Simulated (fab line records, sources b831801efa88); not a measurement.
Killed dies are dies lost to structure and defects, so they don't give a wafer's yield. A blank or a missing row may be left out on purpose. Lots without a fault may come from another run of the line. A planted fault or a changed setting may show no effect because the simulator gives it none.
Which tool did it? | flow gf180mcu | 13 lots, 39 wafers sampled, at 4 steps of a route of 602

WHAT THE GAUGES READ, wafer by wafer
GF_MVPSD_OVL_MEAS_07. Usual: MVPSD_OVL -0.8 nm, standard deviation 1.3.
lot  | measured     | on         | MVPSD_OVL (nm) | flag
L625 | day 5 01:06  | overlay-02 | 0.7 -1.1 -0.4  |
L626 | day 5 10:04  | overlay-02 | -2.7 -1.3 -1.9 |
L627 | day 5 14:59  | overlay-02 | 0.5 -2.5 -2.3  |
L628 | day 5 19:51  | overlay-01 | 0.8 -0.4 -0.6  |
L629 | day 6 02:26  | overlay-01 | -0.9 -0.9 -1.1 |
L631 | day 6 13:14  | overlay-02 | 0.6 -1.6 0.4   |
L633 | day 7 01:29  | overlay-02 | -0.1 0.2 0.0   |
L635 | day 7 12:10  | overlay-01 | 1.0 0.5 -0.6   |
L637 | day 8 01:20  | overlay-02 | - - -          | OFF
L641 | day 8 23:37  | overlay-02 | -0.4 -2.2 0.3  |
L646 | day 10 06:13 | overlay-02 | -2.0 -2.7 -2.5 |
L648 | day 10 19:07 | overlay-01 | -2.5 -0.7 -0.8 |
L647 | day 10 19:37 | overlay-01 | -2.5 -2.3 -0.6 |

GF_MVPSD_TW_MEAS_11. Usual: MVPSD_TW 562, standard deviation 5.5.
lot  | measured     | on            | MVPSD_TW    | flag
L625 | day 5 01:32  | film_metro-01 | 570 569 569 |
L626 | day 5 10:31  | film_metro-03 | 562 562 563 |
L627 | day 5 15:25  | film_metro-03 | 564 563 566 |
L628 | day 5 20:17  | film_metro-04 | 552 555 557 |
L629 | day 6 02:53  | film_metro-01 | 557 560 561 |
L631 | day 6 13:40  | film_metro-04 | 552 551 550 |
L633 | day 7 01:55  | film_metro-03 | 568 566 569 |
L635 | day 7 12:37  | film_metro-01 | 561 567 564 |
L637 | day 8 01:47  | film_metro-01 | 30 30 30    | OFF
L641 | day 9 00:04  | film_metro-01 | 567 560 563 |
L646 | day 10 06:39 | film_metro-03 | 563 565 562 |
L648 | day 10 19:34 | film_metro-01 | 564 560 562 |
L647 | day 10 20:03 | film_metro-04 | 552 552 556 |

GF_VT_IMPLANT_TW_MEAS_43. Usual: VT_IMPLANT_4_TW 701, standard deviation 8.4.
lot  | measured     | on            | VT_IMPLANT_4_TW | flag
L625 | day 7 14:11  | film_metro-02 | 689 691 690     |
L626 | day 8 00:18  | film_metro-03 | 708 707 704     |
L627 | day 8 06:02  | film_metro-03 | 708 709 713     |
L628 | day 8 10:59  | film_metro-03 | 707 710 709     |
L629 | day 8 18:56  | film_metro-03 | 703 709 702     |
L631 | day 9 07:04  | film_metro-03 | 703 701 707     |
L633 | day 9 18:58  | film_metro-04 | 688 689 692     |
L635 | day 10 08:04 | film_metro-03 | 700 705 701     |
L637 | day 10 21:51 | film_metro-03 | 701 705 705     |
L641 | day 11 22:37 | film_metro-03 | 713 710 709     |
L646 | day 13 09:22 | film_metro-03 | 705 704 706     |
L648 | day 14 00:43 | film_metro-03 | 706 710 707     |
L647 | day 14 01:58 | film_metro-04 | 681 682 685     |

WHICH TOOL RAN EACH LOT (tool, then ch and the chambers of the sampled wafers, then the start)
lot  | GF_MVPSD_EXPOSE_04
L625 | iline_stepper-02 ch 0, day 4 18:12
L626 | iline_stepper-01 ch 0, day 5 02:59
L627 | iline_stepper-01 ch 0, day 5 07:08
L628 | iline_stepper-01 ch 0, day 5 12:41
L629 | iline_stepper-02 ch 0, day 5 19:38
L631 | iline_stepper-01 ch 0, day 6 05:43
L633 | iline_stepper-01 ch 0, day 6 17:42
L635 | iline_stepper-02 ch 0, day 7 05:01
L637 | iline_stepper-01 ch 0, day 7 17:34
L641 | iline_stepper-01 ch 0, day 8 15:17
L646 | iline_stepper-01 ch 0, day 9 21:49
L648 | iline_stepper-01 ch 0, day 10 10:23
L647 | iline_stepper-01 ch 0, day 10 10:55
- GF_MVPSD_EXPOSE_04: exposes mask MVPSD, target cd 1000 nm.

WHAT THE TOOLS THEMSELVES READ (means of the sampled wafers that have a number; where no wafer has one, the mark that the record gives instead)
The record holds no such reading with a usual standard deviation.

THE ANSWER, worked out from the rows above alone
Rule: a lot is off if the mean of its wafers that have a number lies more than 3 standard deviations from the usual mean. A lot without any number at a reading at which 4 lots or more have one is off too. The other lots that the step has rows for count as sound. The gauges are gone through in route order, then the tools' own readings, and for those a lot's mean is taken as printed above. The first step at which some lot is off is used, and at that step the reading that is off furthest; a lot without a number counts as furthest.
Off: L637, at GF_MVPSD_OVL_MEAS_07 (MVPSD_OVL). Without a number there: L637.
A tool fits if, at a process step before that reading, it ran every lot that is off, and no sound lot after the first of them. The gauges at GF_MVPSD_OVL_MEAS_07 aren't tried: what is off there is off at GF_MVPSD_TW_MEAS_11 too, on other tools, and a gauge's error can't cause that. None of those tried fits.

WHAT THE SIMULATOR HAD PUT IN
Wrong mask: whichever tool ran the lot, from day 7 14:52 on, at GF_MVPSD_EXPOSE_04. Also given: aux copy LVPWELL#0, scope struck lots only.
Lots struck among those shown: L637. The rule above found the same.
